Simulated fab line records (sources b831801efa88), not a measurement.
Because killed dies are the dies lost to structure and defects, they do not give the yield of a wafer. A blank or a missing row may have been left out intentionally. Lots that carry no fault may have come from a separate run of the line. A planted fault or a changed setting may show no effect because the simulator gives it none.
Problem report in the 8D (eight disciplines) form, filled by code / flow sky130 / the parts of the form that need people (team, actions taken, sign-off) are left out

1. WHAT IS WRONG
At SKY_METAL3_SPUTTER_04, chamber pressure pa averages 0.4479 Pa over 2 wafers from 2 lots, while fault-free wafers read 0.4000 Pa, standard deviation 0.00085. Measured from the usual mean, that is +56 standard deviations.
The step: material TiN, target thk 70 nm, time 58.3 s.
Earliest sighting: wafer L513.2 on pvd sputter-01 at day 38 16:46. Wafers with a number at this step in the record: 18, from 6 lots. The rule behind "out" and "out of limits": a value lying over 4 standard deviations away from the usual mean. Any other wafer with a number is counted as sound.

2. WHAT IT IS; WHAT IT IS NOT
question=which readings at this step | is=chamber pressure pa | is not=throttle valve pct
question=which lots | is=L513, L518 | is not=L509, L525, L528, L529
question=which wafers of those lots | is=L513.2, L518.6 | is not=L513.3, L513.4, L518.1, L518.3
question=read on which tools | is=pvd sputter-01 | is not=pvd sputter-02, pvd sputter-04
question=when | is=from day 38 16:46 | is not=up to then (5 sound wafers); but 11 sound wafers of L518, L525, L528, L529 came after

3. THE SUSPECTS, EACH WITH WHAT RULES IT OUT
Counting: a tool at a process step up to the reading stays a suspect if it ran every lot that is out. Sound lots after the first of them don't rule it out here, since some wafers of a struck lot are sound.
- pvd sputter-01 at SKY_METAL3_SPUTTER_00 (material Ti, target thk 15 nm, time 10 s): kept. It ran every lot that is out, first L513 (day 38 16:40).
- pvd sputter-01 at SKY_METAL3_SPUTTER_03 (material Ti, target thk 5 nm, time 3.3 s): kept. It ran every lot that is out, first L513 (day 38 16:45).
- pvd sputter-01 at SKY_METAL3_SPUTTER_04 (material TiN, target thk 70 nm, time 58.3 s): kept. It ran every lot that is out, first L513 (day 38 16:46). On those wafers its own readings are out: chamber pressure pa.
Still standing after the count: pvd sputter-01 at SKY_METAL3_SPUTTER_00, pvd sputter-01 at SKY_METAL3_SPUTTER_03, pvd sputter-01 at SKY_METAL3_SPUTTER_04.

4. THE CAUSE (what the simulator had put in)
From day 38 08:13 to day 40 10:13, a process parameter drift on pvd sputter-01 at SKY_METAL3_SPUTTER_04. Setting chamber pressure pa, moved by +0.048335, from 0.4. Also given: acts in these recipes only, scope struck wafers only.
3 suspects survive the count, and this tool is in that group.

5. THE EFFECT CHAIN, in route order
Each row: a reading where the mean over the struck wafers with a number is more than 3 standard deviations away from the usual. Readings are gone through only where the record gives a usual standard deviation; hours: the median, over the lots, of the time from a lot's start at the first step in this table giving one to that lot's start at this step; sigmas: the change measured in usual standard deviations.
hours=0; step=SKY_METAL3_SPUTTER_04; reading=chamber pressure pa; usual=0.4000 Pa; on struck wafers=0.4479; change=+0.0479; sigmas=+56
Process steps it contains:
- SKY_METAL3_SPUTTER_04: material TiN, target thk 70 nm, time 58.3 s.

6. WHAT WOULD HAVE CAUGHT IT SOONER
The fault began at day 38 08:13; the first out-of-limits reading in this record came at day 38 16:46, 9 hours later.
